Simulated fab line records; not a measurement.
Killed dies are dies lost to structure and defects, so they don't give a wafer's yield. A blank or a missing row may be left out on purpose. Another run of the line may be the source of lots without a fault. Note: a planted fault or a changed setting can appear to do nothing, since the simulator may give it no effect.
Comparing a struck lot with a sound one || flow sfqLine || 14 steps out of a route of 325
Sound: wafers L107.1, L107.2, L107.3. Struck: wafers L112.2, L112.6. The cause is named last.
At each step with rows: each side's tool, then ch and its chambers, then its first start. Under that, the readings that differ: sound wafers || struck wafers || difference of the means || sigmas: that difference in standard deviations of wafers without a fault.
alike: words and numbers the same on both sides, and readings whose means are apart by under 2 such deviations; not compared: readings that were withheld, readings missing a value for some wafer, numbers with overlapping values and no deviation given by the record, and bounds like >300 which may hide the same value.
A row with sigmas, a row that says differs or no value, or rows on one side alone: a step with any of these is where the two part. When numbers do not overlap yet have no deviation, they are printed without sigmas and do not part them. Lack of a reading on every wafer of one side parts them only where that side has two or more wafers.

first, 2 steps without rows for these wafers: SFQ_TRILAYER_L0_VIA_STRIP_SOLV_CLEAN_018 (cleans in NMP, time 600 s); SFQ_TRILAYER_M0_DEP_PRE_CLEAN_020 (time 15 s).
SFQ_TRILAYER_M0_DEP_SPUTTER_019: material Nb, target thk 200 nm, time 133.3 s.
  struck on pvdSputter-06, day 10 19:00; sound on pvdSputter-03, day 9 05:27
  alike: throttleValvePct
SFQ_M0_RS_MEAS_904: measurement is done with a four-point probe.
  struck on filmMetro-04, day 10 19:07; sound on filmMetro-02, day 9 05:32
  alike: M0_NB_RS
then, 6 steps without rows for these wafers: SFQ_TRILAYER_M0_LITHO_COAT_026 (resist thk 62 nm); SFQ_TRILAYER_M0_LITHO_COAT_021 (resist thk 600 nm); SFQ_TRILAYER_M0_LITHO_SOFTBAKE_025; SFQ_TRILAYER_M0_LITHO_EXPOSE_022 (exposes mask M0, target cd 500 nm); SFQ_TRILAYER_M0_LITHO_PEB_024 (peb time 60 s); SFQ_TRILAYER_M0_LITHO_DEVELOP_023 (time 60 s).
-- the record jumps here: 3 days lie between the struck wafers' starts before and after --
SFQ_M0_OVL_MEAS_906:
  struck on overlay-01, day 13 12:14; sound on overlay-02, day 13 06:13
{"reading": "M0_OVL (nm)", "sound": "7 10 5", "struck": "-3 -7", "difference": -12, "sigmas": -2}
SFQ_TRILAYER_M0_BARC_OPEN_METAL_ETCH_031: etches BARC in O2, target depth 125 nm, time 41.7 s.
  sound on rieMetal-01 ch 0,1, day 13 06:16; struck on rieMetal-03 ch 0, day 13 12:17
{"reading": "oesProductAu (a.u.)", "sound": "0.687 0.686 0.691", "struck": "0.626 0.626", "difference": -0.062, "sigmas": -14}
{"reading": "runLengthS (s)", "sound": "70.3 70.0 69.5", "struck": "79.0 79.4", "difference": "+9.3", "sigmas": "+31"}
{"reading": "model.KrF_of_TRILAYER_M0_LITHO_COAT_021.thkNm (nm)", "sound": "520.8 522 519.8", "struck": "510.8 509.5", "difference": -10.7, "sigmas": ""}
  alike: drypumpMotorCurrentA
  not compared: rfHoursCounterH
SFQ_TRILAYER_M0_ETCH_METAL_ETCH_024: etches Nb in Cl2/Ar, stops on SiO2, target depth 240 nm, time 120 s.
  sound on rieMetal-01 ch 0,1, day 13 06:19; struck on rieMetal-03 ch 0, day 13 12:25
{"reading": "model.KrF_of_TRILAYER_M0_LITHO_COAT_021.thkNm (nm)", "sound": "377.7 381 379.6", "struck": "367.9 366.4", "difference": -12.3, "sigmas": ""}
  alike: drypumpMotorCurrentA, oesProductAu, runLengthS
  not compared: rfHoursCounterH
SFQ_TRILAYER_M0_STRIP_STRIP_025: strips in O2.
  sound on rieMetal-01 ch 0,1, day 13 06:26; struck on rieMetal-03 ch 0, day 13 12:50
  alike: drypumpMotorCurrentA, oesProductAu
  not compared: rfHoursCounterH

## WHERE THEY PART
Earliest at SFQ_M0_OVL_MEAS_906; latest, in this record, at SFQ_TRILAYER_M0_BARC_OPEN_METAL_ETCH_031. Later steps at which nothing parts them and some readings are alike: SFQ_TRILAYER_M0_ETCH_METAL_ETCH_024, SFQ_TRILAYER_M0_STRIP_STRIP_025.

WHY: the cause the simulator had injected
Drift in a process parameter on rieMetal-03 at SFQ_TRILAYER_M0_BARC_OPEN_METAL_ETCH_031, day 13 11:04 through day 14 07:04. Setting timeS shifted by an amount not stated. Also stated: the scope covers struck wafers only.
